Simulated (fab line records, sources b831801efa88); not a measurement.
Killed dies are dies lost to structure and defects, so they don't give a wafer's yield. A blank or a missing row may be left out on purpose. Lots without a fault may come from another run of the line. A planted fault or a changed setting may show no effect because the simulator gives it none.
fab line records | flow sky130
record lots=11 wafers=33 last_day=50
route steps=708 shown METAL1@454 VIA1@473 METAL2@485 PAD_OPEN@708
lots that met no fault: from a run of the same line without faults
start_h: hours from the record's first day to the start of the lot's first wafer shown | wait_h: hours since the lot's step before | " the same as in the row above | L1.1+2: a row that stands for several wafers | - no value, or no start given | * or withheld: withheld | < > ~ a bound
route shown NAME@n: a module of which the file shows steps, and the number in the route of the first | usual: mean/standard deviation of fault-free wafers | same: alike in all rows | chamber/n: place in a boat | sites: the reading at each site | _std_site: their standard deviation | _edge_site: outer sites' mean less inner sites' | radius_mm: how far each site lies from the wafer's centre | mask NAME#n: copy n | behind: the tool/chamber that last shaped the wafer | hold: why the lot was held/for how many hours/how that ended | device: the transistor (n, p or np) that didn't switch | end of line: the same wafers' tests at the end of the route | a step without rows: its recipe alone | killed: dies lost to structure and defects at the first sort, not the wafer's yield | map: a wafer's dies, x killed, . not, _ none there
set.NAME: the setting as run; set.NAME@STEP: as run at that earlier step | model.NAME: the simulator's own value behind a step, which no gauge read
steps of the route over a sample of lots; a table a step, a row a wafer
services: from which hour (start_h, from the record's first day; less than 0 if before it) a tool's chamber was out of use, for how many hours, and why
## steps
# step SKY_METAL1_STRIP_20
# recipe chemistry=O2/N2 power_w=1400 pressure_mtorr=1500 platen_temp_c=withheld o2_flow_sccm=3000 n2_flow_sccm=300 overash_fraction=0.5
# usual drypump_motor_current_A=5.9/0.49 oes_product_au=0.342/0.0054 strip_time_to_endpoint_s=2.69/0.044
# columns lot.wafer tool chamber start_h wait_h drypump_motor_current_A oes_product_au rf_hours_counter_h strip_time_to_endpoint_s
L378.2 plasma_asher-01 0 768.50 0.1 6.7 0.343 67 2.72
L378.3 " 1 " " 5.8 0.347 - 2.77
L378.6 " 1 " " 5.8 0.348 - 2.78
L380.4 plasma_asher-03 1 781.33 0.1 5.3 0.342 - 2.68
L380.5 " 0 " " 5.6 0.346 - 2.68
L380.6 " 1 " " 5.3 0.340 - 2.64
L381.1 plasma_asher-03 0 786.95 0.1 5.6 0.348 42 2.73
L381.5 " 0 " " 5.6 0.343 - 2.70
L381.6 " 1 " " 5.3 0.342 - 2.73
L382.1 plasma_asher-01 0 799.40 0.1 6.7 0.346 70 2.68
L382.4 " 0 " " 6.7 0.333 - 2.63
L382.6 " 1 " " 5.8 0.334 - 2.65
L384.2 plasma_asher-01 1 813.03 0.1 5.8 0.351 72 2.67
L384.3 " 1 " " 5.8 0.336 - 2.67
L384.6 " 1 " " 5.8 0.345 - 2.69
L389.3 plasma_asher-04 0 850.88 0.1 5.7 0.344 - 2.65
L389.4 " 1 " " 6.1 0.338 - 2.64
L389.6 " 1 " " 6.1 0.341 - 2.66
L388.1 plasma_asher-01 0 851.20 0.1 6.7 0.344 76 2.73
L388.3 " 0 " " 6.7 0.334 - 2.70
L388.6 " 1 " " 5.8 0.343 - 2.73
L394.2 plasma_asher-01 1 895.60 0.1 5.8 0.345 80 2.72
L394.3 " 1 " " 5.8 0.344 - 2.70
L394.5 " 1 " " 5.8 0.345 - 2.69
L397.3 plasma_asher-04 1 913.73 0.1 6.1 0.333 - 2.69
L397.4 " 0 " " 5.7 0.340 - 2.73
L397.6 " 0 " " 5.7 0.337 - 2.70
L398.3 plasma_asher-01 1 926.02 0.1 5.8 0.335 - 2.73
L398.4 " 0 " " 6.7 0.350 - 2.73
L398.5 " 0 " " 6.7 0.338 - 2.73
L399.3 plasma_asher-03 1 928.98 0.1 5.3 0.342 - 2.62
L399.4 " 0 " " 5.6 0.345 - 2.66
L399.6 " 1 " " 5.3 0.328 - 2.65
# step SKY_VIA1_ETCH_15
# recipe target=SiO2 chemistry=C4F8/O2/Ar target_depth_nm=351 stop_on=TiN mask_material=KrF-thick source_w=1500 bias_w=1200 pressure_mtorr=40 c4f8_flow_sccm=withheld O2_flow_sccm=6 Ar_flow_sccm=300 time_s=54
# usual oes_product_au=0.982/0.0051
# columns lot.wafer tool chamber start_h wait_h oes_product_au rf_hours_counter_h
L378.2 rie_diel-04 1 796.45 0.0 0.987 7
L378.3 " 0 " " 0.974 9
L378.6 " 1 " " 0.979 -
L380.4 rie_diel-03 3 809.63 0.0 0.987 -
L380.5 " 2 " " 0.975 -
L380.6 " 0 " " 0.986 -
L381.1 rie_diel-01 0 815.03 0.0 0.985 22
L381.5 " 2 " " 0.977 -
L381.6 " 1 " " 0.979 -
L382.1 rie_diel-04 3 827.38 0.0 0.989 12
L382.4 " 0 " " 0.981 9
L382.6 " 0 " " 0.985 -
L384.2 rie_diel-04 3 840.83 0.0 0.977 12
L384.3 " 1 " " 0.988 8
L384.6 " 2 " " 0.986 -
L389.3 rie_diel-03 3 877.85 0.0 0.988 12
L389.4 " 0 " " 0.990 4
L389.6 " 0 " " 0.995 -
L388.1 rie_diel-01 2 878.48 0.0 0.982 2
L388.3 " 3 " " 0.983 5
L388.6 " 3 " " 0.983 -
L394.2 rie_diel-04 3 921.57 0.0 0.986 14
L394.3 " 2 " " 0.982 5
L394.5 " 3 " " 0.989 -
L397.3 rie_diel-01 2 939.91 0.0 0.975 4
L397.4 " 3 " " 0.982 6
L397.6 " 1 " " 0.993 -
L398.3 rie_diel-01 2 952.28 0.0 0.989 4
L398.4 " 0 " " 0.978 -
L398.5 " 1 " " 0.986 -
L399.3 rie_diel-04 1 955.11 0.0 0.991 11
L399.4 " 2 " " 0.983 6
L399.6 " 1 " " 0.984 -
# step SKY_VIA1_CVD_21
# recipe material=W target_thk_nm=270 time_s=80.902 temp_c=400 pressure_torr=40
# usual heater_power_w=770/45
# columns lot.wafer tool chamber start_h wait_h heater_power_w
L378.2 cvd_w-01 0 797.15 0.0 802
L378.3 " 1 " " 699
L378.6 " 1 " " 704
L380.4 cvd_w-01 1 810.34 0.1 699
L380.5 " 0 " " 790
L380.6 " 1 " " 707
L381.1 cvd_w-02 1 815.77 0.0 790
L381.5 " 0 " " 814
L381.6 " 1 " " 769
L382.1 cvd_w-01 0 828.56 0.0 792
L382.4 " 1 " " 697
L382.6 " 0 " " 785
L384.2 cvd_w-01 0 842.10 0.0 798
L384.3 " 0 " " 783
L384.6 " 0 " " 783
L389.3 cvd_w-02 0 878.59 0.1 804
L389.4 " 1 " " 775
L389.6 " 0 " " 831
L388.1 cvd_w-01 0 879.19 0.0 787
L388.3 " 0 " " 773
L388.6 " 0 " " 765
L394.2 cvd_w-01 1 922.28 0.0 689
L394.3 " 0 " " 794
L394.5 " 0 " " 798
L397.3 cvd_w-01 1 940.67 0.1 702
L397.4 " 0 " " 801
L397.6 " 0 " " 804
L398.3 cvd_w-02 0 953.05 0.1 792
L398.4 " 1 " " 770
L398.5 " 0 " " 845
L399.3 cvd_w-01 0 955.91 0.1 793
L399.4 " 0 " " 787
L399.6 " 0 " " 805
# step SKY_VIA1_RS_MEAS_22
# recipe thk_meas_gauge=four-point-probe reads=W_of_VIA1_CVD_21+TiN_of_VIA1_SPUTTER_20
# usual VIA1_W_RS=0.425/0.005
# columns lot.wafer tool chamber start_h wait_h VIA1_W_RS[ohm/sq]
L378.2 film_metro-04 - 797.26 0.1 0.426
L378.3 " - " " 0.426
L378.6 " - " " 0.429
L380.4 film_metro-02 - 810.46 0.1 0.439
L380.5 " - " " 0.430
L380.6 " - " " 0.437
L381.1 film_metro-02 - 815.86 0.1 0.427
L381.5 " - " " 0.430
L381.6 " - " " 0.423
L382.1 film_metro-03 - 828.66 0.1 0.416
L382.4 " - " " 0.428
L382.6 " - " " 0.417
L384.2 film_metro-02 - 842.21 0.1 0.419
L384.3 " - " " 0.416
L384.6 " - " " 0.416
L389.3 film_metro-04 - 878.69 0.1 0.426
L389.4 " - " " 0.424
L389.6 " - " " 0.431
L388.1 film_metro-03 - 879.29 0.1 0.420
L388.3 " - " " 0.421
L388.6 " - " " 0.418
L394.2 film_metro-04 - 922.48 0.2 0.444
L394.3 " - " " 0.418
L394.5 " - " " 0.417
L397.3 film_metro-03 - 940.77 0.1 0.441
L397.4 " - " " 0.420
L397.6 " - " " 0.417
L398.3 film_metro-04 - 953.15 0.1 0.429
L398.4 " - " " 0.429
L398.5 " - " " 0.430
L399.3 film_metro-04 - 956.07 0.1 0.428
L399.4 " - " " 0.427
L399.6 " - " " 0.427
# step SKY_VIA1_THK_MEAS_23
# recipe thk_meas_gauge=xrf reads=W_of_VIA1_CVD_21
# usual VIA1_W_THK=275/4.1
# columns lot.wafer tool chamber start_h wait_h VIA1_W_THK[nm]
L378.2 film_metro-04 - 797.37 0.1 276
L378.3 " - " " 278
L378.6 " - " " 273
L380.4 film_metro-02 - 810.55 0.1 264
L380.5 " - " " 269
L380.6 " - " " 264
L381.1 film_metro-02 - 815.98 0.1 271
L381.5 " - " " 269
L381.6 " - " " 274
L382.1 film_metro-03 - 828.78 0.1 279
L382.4 " - " " 272
L382.6 " - " " 277
L384.2 film_metro-02 - 842.32 0.1 278
L384.3 " - " " 276
L384.6 " - " " 277
L389.3 film_metro-04 - 878.79 0.1 277
L389.4 " - " " 278
L389.6 " - " " 273
L388.1 film_metro-03 - 879.41 0.1 274
L388.3 " - " " 274
L388.6 " - " " 277
L394.2 film_metro-04 - 922.59 0.1 262
L394.3 " - " " 279
L394.5 " - " " 280
L397.3 film_metro-03 - 940.87 0.1 261
L397.4 " - " " 276
L397.6 " - " " 276
L398.3 film_metro-04 - 953.25 0.1 274
L398.4 " - " " 275
L398.5 " - " " 274
L399.3 film_metro-04 - 956.17 0.1 277
L399.4 " - " " 276
L399.6 " - " " 277
# step SKY_METAL2_SPUTTER_02
# recipe material=AlCu target_thk_nm=250 power_w=10600 time_s=13.3 chamber_pressure_pa=0.4
# usual throttle_valve_pct=29.7/1
# columns lot.wafer tool chamber start_h wait_h throttle_valve_pct
L378.2 pvd_sputter-01 - 797.77 0.0 28.9
L378.3 " - " " 28.9
L378.6 " - " " 28.9
L380.4 pvd_sputter-01 - 810.93 0.0 29.3
L380.5 " - " " 29.7
L380.6 " - " " 28.9
L381.1 pvd_sputter-04 - 816.39 0.0 31.7
L381.5 " - " " 28.5
L381.6 " - " " 32.0
L382.1 pvd_sputter-03 - 829.18 0.0 29.7
L382.4 " - " " 30.4
L382.6 " - " " 28.5
L384.2 pvd_sputter-01 - 842.72 0.0 29.8
L384.3 " - " " 28.9
L384.6 " - " " 29.9
L389.3 pvd_sputter-04 - 879.18 0.0 30.2
L389.4 " - " " 28.5
L389.6 " - " " 32.0
L388.1 pvd_sputter-03 - 879.82 0.0 28.6
L388.3 " - " " 30.1
L388.6 " - " " 28.7
L394.2 pvd_sputter-03 - 923.45 0.0 29.0
L394.3 " - " " 30.6
L394.5 " - " " 28.9
L397.3 pvd_sputter-04 - 941.26 0.0 30.1
L397.4 " - " " 28.6
L397.6 " - " " 32.3
L398.3 pvd_sputter-01 - 953.64 0.0 28.7
L398.4 " - " " 30.6
L398.5 " - " " 30.1
L399.3 pvd_sputter-01 - 956.56 0.0 30.6
L399.4 " - " " 28.9
L399.6 " - " " 29.9
# step SKY_PAD_OPEN_PROBE_99
# usual defect_limited_yield=82.5/1.9 killed_at_M0_to_M3=44/7.2 killed_at_M4_up=2.9/1.8 killed_at_contacts=24/5.6 killed_at_front_end=15/4.2 killed_at_other=0.4/0.71 killed_dies=86/9.2 killed_open=47/7.2 killed_short=39/5.7 sort_bin_3_pad_short=0.9/0.4 sort_bin_5_function=10.2/1.6 sort_bin_6_memory=6.4/1.2 sort_n_pass=406/9.2 sort_yield_pct=82.5/1.9
# same gross_dies=492 killed_at_back_side=0 sort_bin_4_leakage[%]=0 sort_bin_8_speed[%]=0
# columns lot.wafer tool chamber start_h wait_h defect_limited_yield[%] killed_at_M0_to_M3 killed_at_M4_up killed_at_contacts killed_at_front_end killed_at_other killed_dies killed_open killed_short sort_bin_3_pad_short[%] sort_bin_5_function[%] sort_bin_6_memory[%] sort_n_pass sort_yield_pct[%]
L384.2 prober-01 - 1113.66 0.1 82.7 38 3 24 20 0 85 56 29 0 11.6 5.7 407 82.7
L384.3 prober-01 - 1113.71 0.2 84.6 41 3 15 17 0 76 34 42 0.4 10.4 4.7 416 84.6
L384.6 prober-01 - 1113.86 0.2 82.5 38 4 29 14 1 86 48 38 0.6 9.6 7.3 406 82.5
L388.1 prober-01 - 1144.57 0.1 79.5 47 3 29 22 0 101 63 37 1.0 12.4 7.1 391 79.5
L388.3 prober-01 - 1144.67 0.2 80.3 51 1 33 12 0 97 54 42 1.4 13.2 5.1 395 80.3
L388.6 prober-01 - 1144.82 0.2 80.7 48 3 27 17 0 95 51 44 0.6 12.2 6.5 397 80.7
# killed by level:class
L384.2 VIA2:geometric_particle:open=9 CONTACT:geometric_particle:open=8 LOCAL_INTERCONNECT:geometric_particle:short=7 FIELD_ISO:geometric_particle:open=6 LI_CONTACT:geometric_particle:open=6 VIA1:geometric_particle:open=5 POLY_GATE:geometric_particle:open=4 METAL1:geometric_particle:short=4
L384.3 POLY_GATE:geometric_particle:short=8 VIA1:geometric_particle:open=8 LOCAL_INTERCONNECT:geometric_particle:short=6 METAL3:geometric_particle:short=6 LI_CONTACT:geometric_particle:open=5 VIA3:geometric_particle:open=5 METAL2:geometric_particle:short=5 VIA2:geometric_particle:open=5
L384.6 CONTACT:geometric_particle:open=12 VIA3:geometric_particle:short=7 VIA2:geometric_particle:open=7 VIA3:geometric_particle:open=7 LI_CONTACT:geometric_particle:open=6 CONTACT:geometric_particle:short=5 FIELD_ISO:geometric_particle:short=4 LOCAL_INTERCONNECT:geometric_particle:short=4
L388.1 VIA2:geometric_particle:open=14 LI_CONTACT:geometric_particle:open=11 METAL1:geometric_particle:short=11 VIA3:geometric_particle:open=9 VIA1:geometric_particle:open=7 LOCAL_INTERCONNECT:geometric_particle:short=6 CONTACT:geometric_particle:open=6 FIELD_ISO:geometric_particle:open=4
L388.3 VIA1:geometric_particle:open=17 METAL2:geometric_particle:short=11 CONTACT:geometric_particle:open=7 VIA3:geometric_particle:open=7 LI_CONTACT:geometric_particle:open=6 LOCAL_INTERCONNECT:geometric_particle:short=6 LI_CONTACT:geometric_particle:short=5 CONTACT:geometric_particle:short=5
L388.6 VIA3:geometric_particle:open=11 POLY_GATE:geometric_particle:open=7 LI_CONTACT:geometric_particle:open=7 CONTACT:geometric_particle:open=7 VIA1:geometric_particle:open=7 VIA2:geometric_particle:short=7 METAL2:geometric_particle:short=6 CONTACT:geometric_particle:short=5
## services
# columns tool chamber start_h hours kind
cvd_w-01 - 747.34 0.3 repair
pvd_sputter-01 - 749.28 1.8 repair
rie_diel-01 1 770.24 3.1 repair
pvd_sputter-04 - 803.40 4.0 repair
rie_diel-04 1 807.44 2.5 repair
pvd_sputter-04 - 845.46 28.6 repair
rie_diel-01 - 845.61 15.4 repair
pvd_sputter-01 - 850.76 3.4 repair
pvd_sputter-04 - 851.05 4.3 repair
rie_diel-04 3 853.60 5.3 repair
pvd_sputter-03 - 853.92 0.7 repair
plasma_asher-03 - 854.49 0.5 repair
rie_diel-04 2 859.43 5.2 repair
rie_diel-04 1 862.74 3.2 repair
cvd_w-02 - 870.33 2.8 pm
plasma_asher-01 - 881.74 2.8 pm
rie_diel-01 3 891.22 4.3 repair
cvd_w-02 - 892.18 0.7 repair
cvd_w-02 - 904.00 14.0 pm
cvd_w-01 1 905.00 2.7 repair
pvd_sputter-03 - 905.86 16.3 repair
rie_diel-04 0 929.67 6.4 repair
rie_diel-01 3 947.52 70.4 repair
cvd_w-01 1 953.36 3.8 repair
## key
first_sign step=SKY_VIA1_RS_MEAS_22 reading=VIA1_W_RS direction=up sigmas=3.5 usual=0.425 struck=0.443
effect step=SKY_VIA1_THK_MEAS_23 reading=VIA1_W_THK direction=down sigmas=3.1 usual=275 struck=262
met_at SKY_VIA1_CVD_21
struck_lots L394,L397
struck_wafers L394.2,L397.3
not_acting_at SKY_METAL1_STRIP_20,SKY_VIA1_ETCH_15,SKY_METAL2_SPUTTER_02
onset_between 828.56 922.28
fault kind=process_parameter_drift tool=cvd_w-01 chamber=1 onset_h=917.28 steps=SKY_VIA1_CVD_21 channel=target_thk_nm offset=-11.643 shape=step end_h=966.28 acts_in=these_recipes_only stated=270
